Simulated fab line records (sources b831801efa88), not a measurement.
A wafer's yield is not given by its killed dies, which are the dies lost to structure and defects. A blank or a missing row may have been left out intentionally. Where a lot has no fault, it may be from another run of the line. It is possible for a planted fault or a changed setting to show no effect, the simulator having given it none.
What tool caused it?    flow sky130    33 wafers from 11 lots sampled at 3 of the route's 708 steps

## WHAT THE GAUGES READ, wafer by wafer
SKY_VIA2_THK_MEAS_23: measures by xrf.
lot   measured      on             VIA2_W_THK (nm)
L764  day 36 11:38  film metro-03  405 417 405
L765  day 38 03:35  film metro-04  415 415 420
L769  day 38 08:13  film metro-04  419 410 411
L772  day 38 23:29  film metro-01  405 407 409
L773  day 39 11:43  film metro-01  404 408 407
L774  day 40 00:38  film metro-04  419 417 432
L777  day 40 15:21  film metro-01  405 414 406
L779  day 41 07:19  film metro-01  404 413 403
L781  day 42 01:35  film metro-01  417 422 410
L783  day 42 13:29  film metro-03  410 410 423
L785  day 42 16:55  film metro-01  409 417 409

## TOOL THAT RAN EACH LOT (tool first, then ch and the chambers of the sampled wafers, then the start)
lot   SKY_METAL2_DESCUM_17               SKY_METAL2_ETCH_18
L764  rie metal-04 ch 0,1, day 35 06:55  rie metal-04 ch 0,1, day 35 06:57
L765  rie metal-02 ch 0, day 36 22:55    rie metal-02 ch 0, day 36 22:57
L769  rie metal-04 ch 0,1, day 37 03:35  rie metal-04 ch 0,1, day 37 03:38
L772  rie metal-02 ch 0,1, day 37 19:23  rie metal-02 ch 0,1, day 37 19:26
L773  rie metal-02 ch 0,1, day 38 08:16  rie metal-02 ch 0,1, day 38 08:17
L774  rie metal-02 ch 0,1, day 38 21:13  rie metal-02 ch 0,1, day 38 21:14
L777  rie metal-04 ch 1, day 39 13:03    rie metal-04 ch 1, day 39 13:08
L779  rie metal-01 ch 0,1, day 40 02:36  rie metal-01 ch 0,1, day 40 02:38
L781  rie metal-02 ch 0,1, day 40 23:43  rie metal-02 ch 0,1, day 40 23:44
L783  rie metal-01 ch 0,1, day 41 11:37  rie metal-01 ch 0,1, day 41 11:39
L785  rie metal-01 ch 0,1, day 41 15:36  rie metal-01 ch 0,1, day 41 15:38
- SKY_METAL2_DESCUM_17: chemistry O2, time 8 s.
- SKY_METAL2_ETCH_18: etches BARC in N2/H2, stops on SiO2, time 45.9 s, target depth 60 nm.

## AS READ BY THE TOOLS THEMSELVES (means over the sampled wafers that have a number; for cases with no such wafer, the mark the record gives instead)
SKY_METAL2_DESCUM_17.
lot   tool          drypump motor current A (A)  oes product au (a.u.)
L764  rie metal-04  5.2                          0.997
L765  rie metal-02  5.8                          1.018
L769  rie metal-04  5.0                          1.007
L772  rie metal-02  6.0                          1.001
L773  rie metal-02  5.9                          1.006
L774  rie metal-02  6.1                          1.004
L777  rie metal-04  5.4                          0.989
L779  rie metal-01  6.3                          0.994
L781  rie metal-02  6.0                          1.003
L783  rie metal-01  6.3                          0.985
L785  rie metal-01  6.3                          0.982

SKY_METAL2_ETCH_18.
lot   tool          drypump motor current A (A)  h2 flow sccm (sccm)  oes product au (a.u.)  throttle valve pct (%)
L764  rie metal-04  5.2                          200.2                0.863                  13.224
L765  rie metal-02  5.8                          199.8                0.850                  13.233
L769  rie metal-04  5.0                          200.8                0.852                  13.221
L772  rie metal-02  6.1                          199.9                0.859                  13.226
L773  rie metal-02  5.9                          200.3                0.855                  13.235
L774  rie metal-02  6.1                          199.8                0.855                  13.226
L777  rie metal-04  5.3                          199.3                0.856                  13.225
L779  rie metal-01  6.3                          200.1                0.854                  13.228
L781  rie metal-02  6.0                          200.6                0.857                  13.229
L783  rie metal-01  6.3                          200.4                0.853                  13.216
L785  rie metal-01  6.3                          200.6                0.852                  13.222

## THE ANSWER, worked out from the rows above alone
Rule: usual is defined by the lots themselves. The widest of any qualifying gaps counts: lots, ordered by their means at a reading, are off when they make up no more than a third of the lots, leave a main group of 4 or more, and stand apart from it by 3 or more times the standard deviation of that group's means. A main group whose means are all the same, to the digits that the tables above print for the reading, isn't used. Also off: a lot with no number at a reading for which 4 or more lots have one. Where the step has rows for the other lots, those lots are counted as sound. Order of review: gauges by route order, followed by the tools' own readings, for which a lot's mean as printed above is used. At the first step where some lot is off, the reading lying furthest off is the one used; lots without a number count as furthest.
No lot is off at any reading shown: from this, nothing can be told.

## WHAT HAD BEEN PUT IN BY THE SIMULATOR
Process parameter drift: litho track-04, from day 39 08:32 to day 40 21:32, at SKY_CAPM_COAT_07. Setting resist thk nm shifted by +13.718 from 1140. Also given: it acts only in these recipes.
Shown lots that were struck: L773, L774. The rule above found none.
